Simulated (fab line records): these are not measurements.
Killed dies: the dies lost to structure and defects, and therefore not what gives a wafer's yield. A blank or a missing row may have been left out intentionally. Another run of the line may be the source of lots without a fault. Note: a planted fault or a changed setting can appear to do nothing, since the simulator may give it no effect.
fab line records	flow sky130
record lots=7	wafers=21	lastDay=50
route steps=708 shown CONTACT@418 METAL1@434 PAD_OPEN@708
lots untouched by any fault: they come from a run of this same line in which no faults occurred
startH: hours from the record's opening day to when the first of the lot's shown wafers began	waitH: hours since the lot's step before	" identical to the entry in the row above	L1.1+2: a row that stands for several wafers	- no value, or no start was given	* or withheld: withheld	< > ~ a bound
route shown NAME@n: a module of which the file shows steps, and the number in the route of the first	usual: mean/standard deviation taken from wafers without a fault	same: alike in all rows	chamber/n: place in a boat	sites: each site's reading	_std_site: their standard deviation	_edge_site: mean of outer sites minus mean of inner sites	radiusMm: how far each site lies from the wafer's centre	mask NAME#n: copy n	behind: the tool/chamber that last shaped the wafer	hold: what put the lot on hold/how long, in hours/how the hold closed	device: whichever transistor did not switch (one of n, p or np)	end of line: at the end of the route, the tests of the same wafers	step lacking rows: just its recipe	killed: the dies lost at the first sort to structure and to defects; this is not the yield of the wafer	map: the dies of a wafer, with x for killed, . for not killed, _ for no die there
set.NAME: the run value of the setting; set.NAME@STEP: its run value at that earlier step	model.NAME: the simulator's own value behind a step, which no gauge read
a table for each step, a row for each wafer; lots at some steps of the route
services: from which hour (startH, from the record's first day; less than 0 if before it) a tool's chamber was out of use, for how many hours, and why
## steps
# step SKY_CONTACT_PEB_12
# recipe pebTempC=withheld	pebTimeS=withheld	resist=KrF-thick
# step SKY_CONTACT_DEVELOP_13
# recipe developTimeS=60	resist=KrF-thick	devTempC=20.03
# step SKY_CONTACT_CD_MEAS_14
# recipe targetCdNm=170
# usual cdNm=169.4/1.7
lot.wafer	tool	chamber	startH	waitH	cdNm
L918.3	cdSem-02	-	796.28	-	170.7
L918.5	"	-	"	"	169.5
L918.6	"	-	"	"	170.0
L919.1	cdSem-01	-	801.76	-	167.4
L919.3	"	-	"	"	167.4
L919.5	"	-	"	"	167.8
L920.1	cdSem-02	-	811.04	-	171.0
L920.2	"	-	"	"	172.8
L920.6	"	-	"	"	171.4
L924.2	cdSem-01	-	836.30	-	168.8
L924.3	"	-	"	"	169.5
L924.5	"	-	"	"	167.8
L931.1	cdSem-02	-	895.86	-	170.5
L931.4	"	-	"	"	169.6
L931.5	"	-	"	"	169.6
L932.2	cdSem-02	-	898.91	-	172.3
L932.3	"	-	"	"	172.0
L932.6	"	-	"	"	172.4
L933.2	cdSem-01	-	901.33	-	169.6
L933.5	"	-	"	"	168.8
L933.6	"	-	"	"	168.0
# step SKY_CONTACT_OVL_MEAS_15
# usual CONTACT_OVL=-1/5.2
lot.wafer	tool	chamber	startH	waitH	CONTACT_OVL[nm]
L918.3	overlay-01	-	796.37	0.1	-5
L918.5	"	-	"	"	-1
L918.6	"	-	"	"	4
L919.1	overlay-02	-	801.88	0.1	1
L919.3	"	-	"	"	6
L919.5	"	-	"	"	-1
L920.1	overlay-01	-	811.16	0.1	1
L920.2	"	-	"	"	-2
L920.6	"	-	"	"	-7
L924.2	overlay-01	-	836.41	0.1	-1
L924.3	"	-	"	"	-2
L924.5	"	-	"	"	5
L931.1	overlay-01	-	895.98	0.1	6
L931.4	"	-	"	"	-1
L931.5	"	-	"	"	3
L932.2	overlay-01	-	899.01	0.1	-3
L932.3	"	-	"	"	-4
L932.6	"	-	"	"	6
L933.2	overlay-02	-	901.44	0.1	-5
L933.5	"	-	"	"	-6
L933.6	"	-	"	"	-8
# step SKY_CONTACT_ETCH_16
# recipe chemistry=N2/H2	target=BARC	ionEnergyEv=200	sourceW=500	biasW=100	pressureMtorr=30	n2FlowSccm=100	h2FlowSccm=200	stopOn=SiO2	timeS=45.9	targetDepthA=600
# usual drypumpMotorCurrentA=5.7/0.51	oesProductAu=0.854/0.0046	throttleValvePct=13.225/0.0083
lot.wafer	tool	chamber	startH	waitH	drypumpMotorCurrentA	oesProductAu	rfHoursCounterH	throttleValvePct
L918.3	rieDiel-04	2	796.39	0.0	5.1	0.854	12	13.225
L918.5	"	1	"	"	6.3	0.841	-	13.223
L918.6	"	2	"	"	5.1	0.842	-	13.231
L919.1	rieDiel-03	3	801.92	0.0	5.3	0.849	4	13.239
L919.3	"	0	"	"	6.2	0.865	2	13.226
L919.5	"	0	"	"	6.2	0.855	-	13.218
L920.1	rieDiel-01	2	811.19	0.0	5.3	0.856	8	13.232
L920.2	"	1	"	"	6.3	0.844	17	13.229
L920.6	"	3	"	"	5.8	0.855	-	13.226
L924.2	rieDiel-01	1	836.44	0.0	6.3	0.858	18	13.235
L924.3	"	0	"	"	5.9	0.854	0	13.226
L924.5	"	1	"	"	6.3	0.858	-	13.227
L931.1	rieDiel-01	2	896.02	0.0	5.3	0.849	12	13.219
L931.4	"	3	"	"	5.7	0.852	1	13.233
L931.5	"	1	"	"	6.3	0.844	-	13.228
L932.2	rieDiel-04	2	899.04	0.0	5.1	0.851	17	13.228
L932.3	"	0	"	"	5.0	0.854	7	13.225
L932.6	"	1	"	"	6.2	0.855	-	13.239
L933.2	rieDiel-01	3	901.47	0.0	5.7	0.859	1	13.222
L933.5	"	0	"	"	6.0	0.848	-	13.204
L933.6	"	3	"	"	5.7	0.857	-	13.231
# step SKY_CONTACT_ETCH_17
# recipe target=SiO2	chemistry=C4F8/O2/Ar	stopOn=Si3N4	maskMaterial=KrF-thick	sourceW=1500	biasW=1200	pressureMtorr=40	c4f8FlowSccm=withheld	O2_flow_sccm=6	Ar_flow_sccm=300	timeS=withheld	targetDepthA=3400
# usual oesProductAu=0.891/0.0045
lot.wafer	tool	chamber	startH	waitH	oesProductAu
L918.3	rieDiel-04	2	796.44	0.0	0.895
L918.5	"	1	"	"	0.897
L918.6	"	2	"	"	0.898
L919.1	rieDiel-03	3	801.96	0.0	0.890
L919.3	"	0	"	"	0.898
L919.5	"	0	"	"	0.888
L920.1	rieDiel-01	2	811.24	0.0	0.885
L920.2	"	1	"	"	0.887
L920.6	"	3	"	"	0.894
L924.2	rieDiel-01	1	836.48	0.0	0.891
L924.3	"	0	"	"	0.891
L924.5	"	1	"	"	0.890
L931.1	rieDiel-01	2	896.06	0.0	0.897
L931.4	"	3	"	"	0.896
L931.5	"	1	"	"	0.893
L932.2	rieDiel-04	2	899.09	0.0	0.900
L932.3	"	0	"	"	0.886
L932.6	"	1	"	"	0.888
L933.2	rieDiel-01	3	901.51	0.0	0.890
L933.5	"	0	"	"	0.887
L933.6	"	3	"	"	0.889
# step SKY_CONTACT_ETCH_18
# recipe target=Si3N4	chemistry=CHF3/O2	stopOn=TiN	sourceW=600	biasW=200	pressureMtorr=40	chf3FlowSccm=50	O2_flow_sccm=5	timeS=39	targetDepthA=750
# usual chf3FlowSccm=49.99/0.15	drypumpMotorCurrentA=5.7/0.51	oesProductAu=0.859/0.0071	throttleValvePct=8.794/0.0092
lot.wafer	tool	chamber	startH	waitH	chf3FlowSccm	drypumpMotorCurrentA	oesProductAu	rfHoursCounterH	throttleValvePct
L918.3	rieDiel-04	2	-	-	49.84	5.2	0.850	13	8.792
L918.5	"	1	"	"	49.88	6.3	0.860	-	8.784
L918.6	"	2	"	"	49.90	5.2	0.855	-	8.795
L919.1	rieDiel-03	3	-	-	49.93	5.4	0.850	4	8.792
L919.3	"	0	"	"	49.85	6.2	0.855	2	8.790
L919.5	"	0	"	"	50.12	6.2	0.866	-	8.794
L920.1	rieDiel-01	2	-	-	49.91	5.3	0.857	8	8.797
L920.2	"	1	"	"	49.95	6.3	0.860	17	8.792
L920.6	"	3	"	"	49.98	5.7	0.868	-	8.799
L924.2	rieDiel-01	1	-	-	49.69	6.3	0.857	18	8.793
L924.3	"	0	"	"	50.13	6.0	0.861	0	8.803
L924.5	"	1	"	"	50.02	6.3	0.859	-	8.791
L931.1	rieDiel-01	2	-	-	50.05	5.3	0.864	12	8.789
L931.4	"	3	"	"	50.26	5.7	0.860	1	8.798
L931.5	"	1	"	"	49.95	6.3	0.861	-	8.809
L932.2	rieDiel-04	2	-	-	50.28	5.1	0.852	17	8.792
L932.3	"	0	"	"	49.92	5.0	0.856	7	8.798
L932.6	"	1	"	"	49.84	6.2	0.849	-	8.798
L933.2	rieDiel-01	3	-	-	50.01	5.7	0.867	1	8.795
L933.5	"	0	"	"	49.66	6.0	0.865	-	8.798
L933.6	"	3	"	"	49.76	5.7	0.857	-	8.787
# step SKY_CONTACT_STRIP_19
# recipe chemistry=O2/N2	powerW=1400	pressureMtorr=1500	platenTempC=withheld	o2FlowSccm=3000	n2FlowSccm=300	overashFraction=0.5
# usual drypumpMotorCurrentA=5.5/0.62	oesProductAu=0.380/0.0045	stripTimeToEndpointS=3.62/0.04
lot.wafer	tool	chamber	startH	waitH	drypumpMotorCurrentA	oesProductAu	rfHoursCounterH	stripTimeToEndpointS
L918.3	plasmaAsher-04	1	796.56	-	5.0	0.388	-	3.59
L918.5	"	0	"	"	6.4	0.382	-	3.49
L918.6	"	1	"	"	4.9	0.385	-	3.59
L919.1	plasmaAsher-01	0	802.05	-	4.8	0.387	28	3.63
L919.3	"	0	"	"	4.8	0.386	-	3.63
L919.5	"	1	"	"	5.0	0.381	-	3.60
L920.1	plasmaAsher-01	0	811.33	-	4.8	0.381	29	3.57
L920.2	"	1	"	"	5.0	0.381	29	3.60
L920.6	"	0	"	"	4.9	0.381	-	3.68
L924.2	plasmaAsher-04	1	836.57	-	4.9	0.375	73	3.58
L924.3	"	1	"	"	4.9	0.374	-	3.66
L924.5	"	1	"	"	4.9	0.386	-	3.59
L931.1	plasmaAsher-03	1	896.15	-	6.0	0.378	112	3.60
L931.4	"	1	"	"	6.0	0.378	-	3.62
L931.5	"	1	"	"	6.0	0.373	-	3.61
L932.2	plasmaAsher-03	0	899.18	-	5.9	0.378	112	3.65
L932.3	"	1	"	"	6.0	0.374	-	3.64
L932.6	"	1	"	"	6.0	0.382	-	3.63
L933.2	plasmaAsher-03	1	901.60	-	6.0	0.388	113	3.63
L933.5	"	1	"	"	6.0	0.382	-	3.67
L933.6	"	0	"	"	6.0	0.380	-	3.63
# step SKY_CONTACT_STRIP_20
# recipe chemistry=postEtchResidueRemover	timeS=1200	tempC=72.5
# step SKY_CONTACT_CLEAN_21
# recipe chemistry=IPA	timeS=180	tempC=25
# step SKY_CONTACT_CLEAN_22
# recipe chemistry=O3/DIW	dry=n2Spin
# step SKY_CONTACT_SPUTTER_23
# recipe material=TiN	targetThkNm=20	chamberPressurePa=5	powerW=4000	timeS=80
# usual throttleValvePct=30.0/0.86
lot.wafer	tool	chamber	startH	waitH	throttleValvePct
L918.3	pvdSputter-03	-	797.12	0.0	30.2
L918.5	"	-	"	"	30.1
L918.6	"	-	"	"	30.4
L919.1	pvdSputter-02	-	802.65	0.0	28.8
L919.3	"	-	"	"	30.1
L919.5	"	-	"	"	29.9
L920.1	pvdSputter-02	-	811.92	0.0	30.6
L920.2	"	-	"	"	30.0
L920.6	"	-	"	"	30.8
L924.2	pvdSputter-02	-	837.51	0.0	30.4
L924.3	"	-	"	"	28.6
L924.5	"	-	"	"	30.2
L931.1	pvdSputter-02	-	896.74	0.0	29.7
L931.4	"	-	"	"	28.7
L931.5	"	-	"	"	28.9
L932.2	pvdSputter-01	-	899.77	0.0	31.3
L932.3	"	-	"	"	29.0
L932.6	"	-	"	"	31.4
L933.2	pvdSputter-03	-	902.22	0.0	30.3
L933.5	"	-	"	"	30.6
L933.6	"	-	"	"	31.4
# step SKY_CONTACT_CVD_24
# recipe material=W	targetThkNm=340	timeS=102.12	tempC=400	pressureTorr=40
# usual heaterPowerOuterW=504/25	heaterPowerW=829/33
lot.wafer	tool	chamber	startH	waitH	heaterPowerOuterW	heaterPowerW	model.W_of_CONTACT_CVD_24.thkNm
L918.3	cvdW-02	0	797.22	0.1	478	814	284.5
L918.5	"	0	"	"	484	806	282.7
L918.6	"	1	"	"	486	787	343.5
L919.1	cvdW-02	0	802.71	0.0	471	833	281.8
L919.3	"	0	"	"	472	795	286.4
L919.5	"	1	"	"	503	790	344.5
L920.1	cvdW-02	1	811.98	0.0	495	790	342.5
L920.2	"	0	"	"	475	821	286.2
L920.6	"	1	"	"	484	783	344.2
L924.2	cvdW-01	1	837.57	0.0	534	839	339.4
L924.3	"	1	"	"	536	833	336.2
L924.5	"	1	"	"	534	852	335.8
L931.1	cvdW-01	1	896.80	0.0	509	830	342.2
L931.4	"	0	"	"	534	890	351.1
L931.5	"	1	"	"	520	820	340.9
L932.2	cvdW-02	1	899.83	0.0	494	809	343.3
L932.3	"	0	"	"	474	826	340.1
L932.6	"	0	"	"	471	812	342.3
L933.2	cvdW-02	1	902.28	0.0	487	814	343.5
L933.5	"	1	"	"	492	787	342.1
L933.6	"	0	"	"	475	834	339.1
# step SKY_CONTACT_RS_MEAS_25
# recipe thkMeasGauge=four-point-probe	reads=W_of_CONTACT_CVD_24+TiN_of_CONTACT_SPUTTER_23
# usual CONTACT_W_RS=0.335/0.0034
lot.wafer	tool	chamber	startH	waitH	CONTACT_W_RS[ohm/sq]
L918.3	filmMetro-02	-	797.33	0.1	0.405
L918.5	"	-	"	"	0.407
L918.6	"	-	"	"	0.335
L919.1	filmMetro-03	-	802.82	0.1	0.408
L919.3	"	-	"	"	0.402
L919.5	"	-	"	"	0.334
L920.1	filmMetro-03	-	812.09	0.1	0.335
L920.2	"	-	"	"	0.401
L920.6	"	-	"	"	0.334
L924.2	filmMetro-03	-	837.70	0.1	0.338
L924.3	"	-	"	"	0.341
L924.5	"	-	"	"	0.342
L931.1	filmMetro-03	-	896.91	0.1	0.335
L931.4	"	-	"	"	0.327
L931.5	"	-	"	"	0.337
L932.2	filmMetro-01	-	899.96	0.1	0.334
L932.3	"	-	"	"	0.337
L932.6	"	-	"	"	0.335
L933.2	filmMetro-02	-	902.41	0.1	0.334
L933.5	"	-	"	"	0.336
L933.6	"	-	"	"	0.338
# step SKY_CONTACT_THK_MEAS_26
# recipe thkMeasGauge=xrf	reads=W_of_CONTACT_CVD_24
# usual CONTACT_W_THK=354/4.9
lot.wafer	tool	chamber	startH	waitH	CONTACT_W_THK[nm]
L918.3	filmMetro-02	-	797.43	0.1	292
L918.5	"	-	"	"	288
L918.6	"	-	"	"	356
L919.1	filmMetro-03	-	802.94	0.1	291
L919.3	"	-	"	"	298
L919.5	"	-	"	"	358
L920.1	filmMetro-03	-	812.21	0.1	356
L920.2	"	-	"	"	296
L920.6	"	-	"	"	357
L924.2	filmMetro-03	-	837.81	0.1	355
L924.3	"	-	"	"	350
L924.5	"	-	"	"	347
L931.1	filmMetro-03	-	897.03	0.1	356
L931.4	"	-	"	"	366
L931.5	"	-	"	"	356
L932.2	filmMetro-01	-	900.07	0.1	353
L932.3	"	-	"	"	348
L932.6	"	-	"	"	351
L933.2	filmMetro-02	-	902.52	0.1	356
L933.5	"	-	"	"	352
L933.6	"	-	"	"	353
# step SKY_CONTACT_CMP_27
# recipe stopOn=SiO2	tOverpolishS=15	downForcePsi=3.5	platenRpm=60	targetThkNm=0	padVelocityMS=0.94248
# usual edgeZonePressureFrac=1.000/0.0049	motorCurrentA=10.8/1.2	timeToEndpointS=82/3.2
lot.wafer	tool	chamber	startH	waitH	edgeZonePressureFrac	motorCurrentA	timeToEndpointS
L918.3	cmp-01	3	797.62	0.2	1.001	12.9	64
L918.6	"	0	"	"	0.998	9.7	81
L918.5	"	1	"	"	0.990	12.2	65
L919.1	cmp-01	0	803.05	0.1	1.000	9.7	67
L919.3	"	1	"	"	1.000	13.5	67
L919.5	"	0	"	"	1.002	9.7	83
L920.1	cmp-01	1	812.32	0.1	1.005	13.4	80
L920.2	"	2	"	"	1.001	9.6	69
L920.6	"	0	"	"	1.004	10.4	83
L924.2	cmp-02	2	837.86	0.0	1.002	9.3	81
L924.3	"	0	"	"	0.997	10.7	84
L924.5	"	3	"	"	0.990	9.9	79
L931.4	cmp-02	0	897.14	0.1	0.998	10.4	86
L931.1	"	1	"	"	0.997	11.2	79
L931.5	"	0	"	"	0.995	9.9	83
L932.3	cmp-01	0	900.17	0.1	1.006	9.4	82
L932.2	"	1	"	"	0.991	12.6	81
L932.6	"	3	"	"	1.005	12.6	80
L933.2	cmp-01	1	902.62	0.1	0.997	12.8	83
L933.6	"	0	"	"	0.995	10.0	82
L933.5	"	1	"	"	1.006	12.7	82
# step SKY_METAL1_SPUTTER_00
# recipe material=Ti	targetThkNm=15	powerW=3000	timeS=10	chamberPressurePa=0.4
# step SKY_PAD_OPEN_PROBE_99
# usual killed_at_M0_to_M3=42/7.6	killed_at_M4_up=3.4/2	killedAtContacts=24/5.9	killedAtFrontEnd=16/4.5	killedAtOther=0.4/0.58	killedDies=86/10	killedOpen=47/7.6	killedShort=39/6.7
# same grossDies=492	killedAtBackSide=0
lot.wafer	tool	chamber	startH	waitH	killed_at_M0_to_M3	killed_at_M4_up	killedAtContacts	killedAtFrontEnd	killedAtOther	killedDies	killedOpen	killedShort
L919.1	prober-02	-	1130.08	0.1	64	0	21	18	1	104	55	49
L919.3	prober-02	-	1130.18	0.2	39	4	31	17	1	92	55	36
L919.5	prober-02	-	1130.28	0.2	34	4	21	6	2	67	38	27
# killed by level:class
L919.1 VIA1:geometricParticle:open=15 METAL2:geometricParticle:short=8 VIA3:geometricParticle:open=8 LI_CONTACT:geometricParticle:open=7 CONTACT:geometricParticle:open=7 VIA2:geometricParticle:open=7 FIELD_ISO:geometricParticle:short=6 VIA3:geometricParticle:short=6
L919.3 CONTACT:geometricParticle:open=16 VIA1:geometricParticle:open=11 VIA3:geometricParticle:open=8 POLY_GATE:geometricParticle:open=6 LOCAL_INTERCONNECT:geometricParticle:short=5 CONTACT:geometricParticle:short=5 VIA2:geometricParticle:open=5 FIELD_ISO:geometricParticle:short=4
L919.5 VIA1:geometricParticle:open=9 LI_CONTACT:geometricParticle:open=7 CONTACT:geometricParticle:open=7 VIA2:geometricParticle:open=6 METAL2:geometricParticle:short=4 VIA1:geometricParticle:short=3 CONTACT:geometricParticle:short=3 METAL4:geometricParticle:short=3
## services
tool	chamber	startH	hours	kind
rieDiel-03	1	776.83	6.7	repair
plasmaAsher-01	-	778.95	2.8	pm
rieDiel-01	0	787.15	32.6	repair
cmp-01	-	788.44	1.6	repair
rieDiel-01	2	788.93	11.4	repair
cvdW-01	0	789.10	16.0	repair
plasmaAsher-04	-	795.43	0.9	repair
plasmaAsher-04	-	798.10	9.4	repair
cmp-02	-	799.31	1.3	repair
rieDiel-04	0	821.91	5.6	repair
rieDiel-01	-	832.60	1.2	repair
pvdSputter-02	-	840.35	2.9	repair
rieDiel-01	3	842.05	5.9	repair
rieDiel-01	1	846.89	4.7	repair
cvdW-02	0	847.85	3.0	repair
cvdW-02	-	849.37	1.4	repair
rieDiel-04	1	849.97	6.1	repair
rieDiel-03	-	857.40	9.0	repair
cvdW-02	-	857.63	0.6	repair
cmp-01	-	868.17	2.9	pm
rieDiel-03	2	875.74	21.6	repair
rieDiel-03	-	877.02	0.2	repair
cmp-01	-	885.32	2.2	repair
rieDiel-01	-	895.57	0.1	repair
## key
firstSign step=SKY_CONTACT_RS_MEAS_25	reading=CONTACT_W_RS	direction=up	sigmas=21	usual=0.335	struck=0.405
effect step=SKY_CONTACT_THK_MEAS_26	reading=CONTACT_W_THK	direction=down	sigmas=13	usual=354	struck=293
effect step=SKY_CONTACT_CMP_27	reading=timeToEndpointS	direction=down	sigmas=4.8	usual=*	struck=*
modelEffect step=SKY_CONTACT_CVD_24	value=W_of_CONTACT_CVD_24.thkNm	without=343.7	struck=284.3
metAt SKY_CONTACT_CVD_24
struckWafers L918.3,L918.5,L919.1,L919.3,L920.2
testerLeftOut L918,L919,L920
fault kind=processParameterDrift	tool=cvdW-02	chamber=0	onsetH=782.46	steps=SKY_CONTACT_CVD_24	channel=targetThkNm	offset=-59.424	shape=step	endH=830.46	actsIn=theseRecipesOnly	stated=340
# testerLeftOut: of these lots the tester's yield and bins aren't shown, on N5 and GAA mostly nor the transistor test; their killed dies are dies lost to structure and defects alone, not to doping, threshold or leakage, so they don't give the yield
